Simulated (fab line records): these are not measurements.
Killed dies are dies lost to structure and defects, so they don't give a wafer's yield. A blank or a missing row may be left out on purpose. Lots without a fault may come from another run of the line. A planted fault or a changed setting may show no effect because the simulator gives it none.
Which tool is to blame? | flow gf180mcu | Sampling: 14 lots, 40 wafers, 5 of 602 route steps

## WHAT THE GAUGES READ, wafer by wafer
GF_NSD_TW_MEAS_12.
lot  | measured     | on           | NSD_TW
L327 | day 13 06:54 | filmMetro-02 | 4245 4261 4231
L328 | day 13 13:35 | filmMetro-02 | 4294 4274 4279
L329 | day 14 01:13 | filmMetro-02 | 4227 4225 4226
L330 | day 14 15:07 | filmMetro-03 | 4208 4213 4234
L331 | day 14 22:25 | filmMetro-02 | 4256 4250 4242
L332 | day 15 06:55 | filmMetro-02 | 4268 4305 4269
L334 | day 15 19:10 | filmMetro-03 | 4299 4264 4295
L336 | day 16 14:04 | filmMetro-03 | 4245 4255 4250
L337 | day 16 22:38 | filmMetro-01 | 4222 4240 4236
L338 | day 17 11:31 | filmMetro-02 | 4278 4274 4271
L339 | day 17 21:49 | filmMetro-02 | 4300 4285 4294
L340 | day 18 00:58 | filmMetro-03 | 4213 4252 4254
L345 | day 19 14:17 | filmMetro-03 | 4261 4275
L346 | day 19 22:02 | filmMetro-03 | 4246 4226

GF_PSD_OVL_MEAS_08.
lot  | measured     | on         | PSD_OVL (nm)
L327 | day 14 02:48 | overlay-01 | -1.6 -1.2 -0.2
L328 | day 14 09:50 | overlay-02 | 1.0 1.6 2.3
L329 | day 14 22:43 | overlay-02 | -1.5 0.2 0.7
L330 | day 15 11:21 | overlay-01 | -0.7 -1.6 0.2
L331 | day 15 20:00 | overlay-01 | -0.4 -1.4 -1.5
L332 | day 16 04:13 | overlay-02 | -1.3 0.3 0.0
L334 | day 16 17:51 | overlay-02 | 1.5 -0.4 -2.3
L336 | day 17 12:24 | overlay-01 | -0.1 -0.8 -1.8
L337 | day 17 21:55 | overlay-01 | -2.4 0.8 0.2
L338 | day 18 10:45 | overlay-01 | -0.1 1.0 1.6
L339 | day 18 21:15 | overlay-01 | 2.4 -0.4 1.9
L340 | day 19 00:34 | overlay-01 | 0.7 0.4 0.0
L345 | day 20 14:17 | overlay-02 | -1.8 -0.9
L346 | day 20 22:14 | overlay-01 | -1.7 -0.4

GF_CONTACT_THK_MEAS_01.
lot  | measured     | on           | CONTACT_CVD_00_THK (nm)
L327 | day 15 01:50 | filmMetro-01 | 309 308 302
L328 | day 15 09:17 | filmMetro-01 | 304 308 294
L329 | day 15 22:25 | filmMetro-01 | 300 308 306
L330 | day 16 11:37 | filmMetro-01 | 301 306 300
L331 | day 16 20:06 | filmMetro-01 | 306 301 309
L332 | day 17 03:52 | filmMetro-01 | 303 305 294
L334 | day 17 17:42 | filmMetro-01 | 304 300 298
L336 | day 18 14:14 | filmMetro-01 | 302 302 305
L337 | day 18 22:43 | filmMetro-04 | 302 302 299
L338 | day 19 12:55 | filmMetro-04 | 298 300 298
L339 | day 19 23:02 | filmMetro-04 | 304 300 301
L340 | day 20 01:58 | filmMetro-01 | 307 297 307
L345 | day 21 15:36 | filmMetro-03 | 301 304
L346 | day 21 23:40 | filmMetro-03 | 302 300

GF_CONTACT_THK_MEAS_03.
lot  | measured     | on           | CONTACT_CVD_02_THK (nm)
L327 | day 15 01:58 | filmMetro-01 | 858 861 871
L328 | day 15 09:25 | filmMetro-01 | 854 879 896
L329 | day 15 22:33 | filmMetro-03 | 860 879 883
L330 | day 16 11:45 | filmMetro-04 | 863 848 881
L331 | day 16 20:14 | filmMetro-04 | 843 858 863
L332 | day 17 04:00 | filmMetro-04 | 882 872 870
L334 | day 17 17:50 | filmMetro-04 | 861 880 874
L336 | day 18 14:22 | filmMetro-04 | 876 864 885
L337 | day 18 22:51 | filmMetro-03 | 856 875 873
L338 | day 19 13:03 | filmMetro-01 | 859 875 863
L339 | day 19 23:10 | filmMetro-03 | 859 842 858
L340 | day 20 02:06 | filmMetro-03 | 823 825 863
L345 | day 21 15:44 | filmMetro-04 | 922 866
L346 | day 21 23:47 | filmMetro-01 | 903 857

## WHICH TOOL RAN EACH LOT (tool, then ch and the chambers of the sampled wafers, then the start)
lot  | GF_CONTACT_CVD_02
L327 | pecvd-02 ch 0,1,2, day 15 01:54
L328 | pecvd-04 ch 0,1, day 15 09:20
L329 | pecvd-03 ch 1,2, day 15 22:29
L330 | pecvd-04 ch 0,1, day 16 11:41
L331 | pecvd-02 ch 0,1, day 16 20:10
L332 | pecvd-04 ch 0,1,2, day 17 03:56
L334 | pecvd-02 ch 1,2, day 17 17:45
L336 | pecvd-03 ch 0,1,2, day 18 14:17
L337 | pecvd-03 ch 0,1,2, day 18 22:46
L338 | pecvd-03 ch 0,1, day 19 12:59
L339 | pecvd-02 ch 0,1,2, day 19 23:06
L340 | pecvd-02 ch 0,1,2, day 20 02:02
L345 | pecvd-02 ch 0,2, day 21 15:38
L346 | pecvd-02 ch 0,1, day 21 23:42
- GF_CONTACT_CVD_02: deposits SiO2 from TEOS, target thk 860 nm, time 95.992 s.

## AS READ BY THE TOOLS THEMSELVES (means over the sampled wafers that have a number; for cases with no such wafer, the mark the record gives instead)
GF_CONTACT_CVD_02.
lot  | tool     | heaterPowerW (W)
L327 | pecvd-02 | 698
L328 | pecvd-04 | 705
L329 | pecvd-03 | 590
L330 | pecvd-04 | 661
L331 | pecvd-02 | 655
L332 | pecvd-04 | 639
L334 | pecvd-02 | 730
L336 | pecvd-03 | 562
L337 | pecvd-03 | 560
L338 | pecvd-03 | 591
L339 | pecvd-02 | 667
L340 | pecvd-02 | 738
L345 | pecvd-02 | 633
L346 | pecvd-02 | 718

## THE ANSWER, worked out from the rows above alone
Rule: usual is defined by the lots themselves. Put in order of their means at a reading, lots are off if they are a third of the lots or fewer, leave a main group of 4 or more, and stand apart from it by a gap of 3 or more times the standard deviation of the main group's means; of several such gaps the widest counts. If all means in a main group match to the digits the tables above print for the reading, that group is not used. Also off: a lot with no number at a reading for which 4 or more lots have one. Any other lot the step has rows for is counted as sound. After the gauges, taken in route order, come the tools' own readings; for these a lot's mean is taken, as printed above. At the first step where some lot is off, the reading lying furthest off is the one used; lots without a number count as furthest.
No lot is off on any of the readings shown, so nothing can be concluded from this.

## WHAT THE SIMULATOR HAD INSERTED
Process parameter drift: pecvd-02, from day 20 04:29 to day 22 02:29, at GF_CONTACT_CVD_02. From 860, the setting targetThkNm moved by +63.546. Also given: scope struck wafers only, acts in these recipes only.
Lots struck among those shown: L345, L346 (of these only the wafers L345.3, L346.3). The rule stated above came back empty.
